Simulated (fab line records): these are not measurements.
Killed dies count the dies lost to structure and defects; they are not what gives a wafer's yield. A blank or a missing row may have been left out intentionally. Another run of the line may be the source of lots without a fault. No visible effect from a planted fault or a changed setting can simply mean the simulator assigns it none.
Chamber matching || flow sky130 || SKY_LI_CONTACT_CMP_02 on cmp-01: 4 sister chambers
The step polishes PSG. 7 wafers are shown with their chamber, then 8 later ones without.

== WAFERS WITH THEIR CHAMBER ==
{"wafer": "L803.5", "chamber": 2, "motor_current_A (A)": 11.3, "time_to_endpoint_s (s)": 37.6}
{"wafer": "L803.6", "chamber": 3, "motor_current_A (A)": 13.1, "time_to_endpoint_s (s)": 35.2}
{"wafer": "L805.6", "chamber": 3, "motor_current_A (A)": 12.1, "time_to_endpoint_s (s)": 34.5}
{"wafer": "L807.2", "chamber": 0, "motor_current_A (A)": 13.8, "time_to_endpoint_s (s)": 32.9}
{"wafer": "L807.4", "chamber": 1, "motor_current_A (A)": 12.0, "time_to_endpoint_s (s)": 29.0}
{"wafer": "L807.6", "chamber": 0, "motor_current_A (A)": 13.4, "time_to_endpoint_s (s)": 32.5}
{"wafer": "L818.1", "chamber": 1, "motor_current_A (A)": 11.9, "time_to_endpoint_s (s)": 31.3}

== WAFERS WITHOUT THEIR CHAMBER ==
{"wafer": "L818.2", "motor_current_A (A)": 11.3, "time_to_endpoint_s (s)": 34.3}
{"wafer": "L818.3", "motor_current_A (A)": 14.1, "time_to_endpoint_s (s)": 35.6}
{"wafer": "L820.2", "motor_current_A (A)": 14.0, "time_to_endpoint_s (s)": 39.5}
{"wafer": "L820.4", "motor_current_A (A)": 12.7, "time_to_endpoint_s (s)": 37.8}
{"wafer": "L820.6", "motor_current_A (A)": 13.4, "time_to_endpoint_s (s)": 39.2}
{"wafer": "L821.1", "motor_current_A (A)": 13.4, "time_to_endpoint_s (s)": 36.8}
{"wafer": "L821.4", "motor_current_A (A)": 12.2, "time_to_endpoint_s (s)": 36.2}
{"wafer": "L821.6", "motor_current_A (A)": 13.4, "time_to_endpoint_s (s)": 36.6}

== WHICH CHAMBER EACH WENT THROUGH ==
{"wafer": "L818.2", "from the rows above": "can't be placed: 3 or 2 or 1", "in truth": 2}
{"wafer": "L818.3", "from the rows above": "can't be placed: 0 or 3", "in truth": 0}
{"wafer": "L820.2", "from the rows above": "can't be placed: 3 or 2 or 0", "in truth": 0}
{"wafer": "L820.4", "from the rows above": "can't be placed: 3 or 2", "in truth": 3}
{"wafer": "L820.6", "from the rows above": "can't be placed: 3 or 2 or 0", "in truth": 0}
{"wafer": "L821.1", "from the rows above": "can't be placed: 3 or 0", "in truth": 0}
{"wafer": "L821.4", "from the rows above": "can't be placed: 3 or 2", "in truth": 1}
{"wafer": "L821.6", "from the rows above": "can't be placed: 3 or 0", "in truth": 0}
0 of 8 placed correctly. These rows do not allow placing 8 (true chamber among the candidates in 7). Wrongly placed: 0.
How it was worked out, from the rows above alone: a wafer's distance from a chamber is the root of the sum, over the readings, of the square of ((its reading less the chamber's mean) divided by the reading's scatter). If the next closest chamber is less than 2 further off than the closest, the wafer can't be placed; otherwise it belongs to the closest. A chamber's mean is the mean of its shown wafers. The scatter: take each reading less its chamber's mean, square it, sum over the shown wafers, divide by the number of wafers less the number of chambers, and take the root.
